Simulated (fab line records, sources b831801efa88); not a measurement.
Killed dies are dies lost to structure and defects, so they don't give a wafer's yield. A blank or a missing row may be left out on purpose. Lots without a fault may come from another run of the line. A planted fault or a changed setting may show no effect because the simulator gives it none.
Problem report in the 8D (eight disciplines) form, filled by code | flow sky130 | the parts of the form that need people (team, actions taken, sign-off) are left out

1. THE PROBLEM
LDD_HVP_TW at SKY_LDD_HVP_TW_MEAS_10 reads a mean of 75 on 3 wafers of 2 lots; wafers without a fault read 458 with a standard deviation of 3.9. That is -98 standard deviations from the usual mean.
First seen on wafer L618.6, day 28 13:25, on film_metro-03. The record holds 42 wafers of 14 lots with a number at this step. Rule for "out", or "out of limits": more than 4 standard deviations from the usual mean. The other wafers with a number count as sound.

2. WHAT IT IS AND WHAT IT IS NOT
question                    | is                     | is not
which readings at this step | LDD_HVP_TW             | -
which lots                  | L618, L620             | L598, L599, L600, L602, L603, L604, L607, L609, L610, L611, L612, L621
which wafers of those lots  | L618.6, L620.4, L620.6 | L618.1, L618.3, L620.1
read on which gauges        | film_metro-03          | film_metro-01, film_metro-04
when                        | from day 28 13:25      | up to then (35 sound wafers); but 4 sound wafers of L620, L621 came after

3. SUSPECTS, AND WHAT RULES EACH OUT
Counting: a tool at a process step up to the reading stays a suspect if it ran every lot that is out. Sound lots after the first of them don't rule it out here, since some wafers of a struck lot are sound.
- the gauge at SKY_LDD_HVP_TW_MEAS_10: kept. All the wafers that are out were read on film_metro-03, and no step on other tools shows them out.
- rie_si-01 at SKY_POLY_GATE_ETCH_17 (etches poly-Si in HBr/Cl2, stops on SiO2, target depth 180 nm, time 70.5 s): kept. It ran every lot that is out, first L618 (day 23 12:14); its last sound lot up to then is L612 (day 21 12:14).
- litho_track-03 at SKY_LDD_HVP_DEVELOP_06 (develop time 60 s): kept. It ran every lot that is out, first L618 (day 28 12:59); its last sound lot up to then is L607 (day 24 20:07).
Left after counting: rie_si-01 at SKY_POLY_GATE_ETCH_17, litho_track-03 at SKY_LDD_HVP_DEVELOP_06, film_metro-03 at SKY_LDD_HVP_TW_MEAS_10.

4. THE CAUSE (what the simulator had put in)
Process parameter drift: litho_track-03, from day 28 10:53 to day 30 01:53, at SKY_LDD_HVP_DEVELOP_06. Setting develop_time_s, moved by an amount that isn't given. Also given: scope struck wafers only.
Counting left 3 suspects, and this tool is among them.

5. THE CHAIN OF EFFECTS, in route order
Each row: a reading whose mean over the struck wafers that have a number lies more than 3 standard deviations from the usual. Only readings for which the record gives a usual standard deviation are gone through. hours: the time from each lot's start at the first step in this table that gives one to its start at this step, as a median over the lots. sigmas: the change in usual standard deviations.
hours | step                   | reading    | usual | on struck wafers | change | sigmas
0     | SKY_LDD_HVP_TW_MEAS_10 | LDD_HVP_TW | 458   | 75               | -383   | -98
Later measuring or inspecting steps at which every struck wafer that the step has a row for has a number for every such reading, and none has moved that far: SKY_POLY_CUT_OVL_MEAS_09.

6. WHAT WOULD HAVE CAUGHT IT SOONER
In this record the first reading out of limits at a measuring or inspecting step was taken at day 28 13:25, 3 hours after the fault began at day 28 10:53.
Of the lots that are out (2), L620 began SKY_LDD_HVP_DEVELOP_06 on litho_track-03 after day 28 13:25. A hold on the tool at that time would have spared it.
